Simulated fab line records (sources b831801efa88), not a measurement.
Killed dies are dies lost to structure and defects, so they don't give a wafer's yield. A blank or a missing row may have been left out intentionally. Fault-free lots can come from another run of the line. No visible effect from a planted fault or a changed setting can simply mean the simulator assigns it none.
A struck lot beside a sound one | flow sky130 | 19 out of 708 route steps
Sound: these wafers, L556.2, L556.4, L556.6. Struck: wafers L566.3, L566.4, L566.5. The cause comes at the end.
For every step that has rows: the tool of each side, followed by ch and its chambers, followed by its first start. Under that, the readings that differ: sound wafers | struck wafers | difference of the means | sigmas: that difference in standard deviations of wafers without a fault.
alike: readings with means less than 2 such deviations apart, plus words and numbers identical on both sides. not compared: withheld readings, readings lacking a value on some wafer, bounds such as >300 that could conceal the same value, and numbers that have no deviation in the record and whose values overlap.
A row with sigmas, a row that says differs or no value, or rows on one side alone: a step with any of these is where the two part. Numbers that have no deviation but don't overlap get no sigmas and don't part them. A reading missing from all wafers of one side parts the sides only when that side holds two or more wafers.

first, 1 step without rows for these wafers: SKY_VIA1_ETCH_15 (etches SiO2 in C4F8/O2/Ar, stops on TiN, target depth 351 nm, time 54 s).
SKY_VIA1_STRIP_16: strips in O2/N2.
  sound on plasma asher-01 ch 1, day 34 11:03; struck on plasma asher-02 ch 0,1, day 37 09:02
  alike: drypump motor current A, o2 flow sccm, oes product au, strip time to endpoint s
  not compared: rf hours counter h
then, 3 steps without rows for these wafers: SKY_VIA1_STRIP_17 (strips in post etch residue remover, time 1200 s); SKY_VIA1_CLEAN_18 (cleans in IPA, time 180 s); SKY_VIA1_CLEAN_19 (cleans in O3/DIW).
SKY_VIA1_SPUTTER_20: material TiN, target thk 20 nm, time 80 s.
  struck on pvd sputter-04, day 37 09:36; sound on pvd sputter-03, day 34 11:38
  alike: cathode dc power W, chamber pressure pa, throttle valve pct
SKY_VIA1_CVD_21: deposits W, target thk 270 nm, time 80.902 s.
  sound on cvd w-02 ch 0,1, day 34 11:42; struck on cvd w-01 ch 0,1, day 37 09:41
  alike: heater power w
SKY_VIA1_RS_MEAS_22: a four-point-probe measurement.
  struck on film metro-01, day 37 09:47; sound on film metro-01, day 34 11:49
  alike: VIA1_W_RS
SKY_VIA1_THK_MEAS_23: measures by xrf.
  struck on film metro-01, day 37 09:53; sound on film metro-01, day 34 11:55
  alike: VIA1_W_THK
then, 2 steps without rows for these wafers: SKY_VIA1_CMP_24 (polishes, stops on SiO2, t overpolish 15 s, target thk 0 nm); SKY_METAL2_SPUTTER_00 (material Ti, target thk 15 nm, time 10 s).
SKY_METAL2_SPUTTER_01: material TiN, target thk 20 nm, time 16.7 s.
  struck on pvd sputter-01, day 37 10:16; sound on pvd sputter-02, day 34 12:18
  alike: cathode dc power W, chamber pressure pa, throttle valve pct
SKY_METAL2_SPUTTER_02: material AlCu, target thk 250 nm, time 13.3 s.
  struck on pvd sputter-01, day 37 10:17; sound on pvd sputter-02, day 34 12:19
  no value came back on the struck wafers for cathode dc power W (W), chamber pressure pa (Pa), throttle valve pct (%); on the sound wafers cathode dc power W (W) reads 10600 10603 10597
SKY_METAL2_SPUTTER_03: material Ti, target thk 5 nm, time 3.3 s.
  struck on pvd sputter-01, day 37 10:19; sound on pvd sputter-02, day 34 12:21
  alike: cathode dc power W, chamber pressure pa, throttle valve pct
then, 1 step without rows for these wafers: SKY_METAL2_SPUTTER_04 (material TiN, target thk 70 nm, time 58.3 s).
SKY_METAL2_RS_MEAS_05: a four-point-probe measurement.
  struck on film metro-04, day 37 10:25; sound on film metro-04, day 34 12:26
  reading                 | sound                | struck               | difference | sigmas
  METAL2_ALCU_RS (ohm/sq) | 0.1247 0.1258 0.1252 | 8.7089 8.7094 8.7794 | +8.6073    | +99 or more
SKY_METAL2_THK_MEAS_06: measures by xrf.
  struck on film metro-04, day 37 10:31; sound on film metro-04, day 34 12:32
  reading              | sound       | struck   | difference | sigmas
  METAL2_ALCU_THK (nm) | 257 254 256 | <0 <0 <0 | differs    |
then, 1 step without rows for these wafers: SKY_METAL2_DEHYDRATE_07 (time 60 s).
-- the record jumps here: 11 days lie between the struck wafers' starts before and after (it left off in module METAL2 and takes up again in module PAD_OPEN, whose first step shown is number 708 of the route) --
SKY_PAD_OPEN_PROBE_99:
  struck on prober-02, day 48 09:34; sound on prober-02, day 46 04:02
  reading                  | sound          | struck         | difference | sigmas
  defect limited yield (%) | 84.1 81.3 82.5 | 0 0 0          | -83        | -41
  killed_at_M0_to_M3       | 29 43 39       | 435 440 443    | +402       | +57
  killed dies              | 78 92 86       | 492 492 492    | +407       | +42
  killed on rim            | 18 21 18       | 96 96 96       | +77        | +18
  sort_bin_5_function (%)  | 8.3 9.8 9.8    | 93.1 91.3 92.1 | +82.9      | +59
  sort n pass              | 414 400 406    | 0 0 0          | -407       | -42
  sort yield pct (%)       | 84.1 81.3 82.5 | 0 0 0          | -83        | -41
  alike: killed_at_M4_up, killed at contacts, killed at front end, killed at other, killed open, killed short, sort_bin_3_pad_short, sort_bin_6_memory

== WHERE THEY PART ==
First at SKY_METAL2_SPUTTER_02; last, within this record, at SKY_PAD_OPEN_PROBE_99.

WHY: whatever the simulator had introduced
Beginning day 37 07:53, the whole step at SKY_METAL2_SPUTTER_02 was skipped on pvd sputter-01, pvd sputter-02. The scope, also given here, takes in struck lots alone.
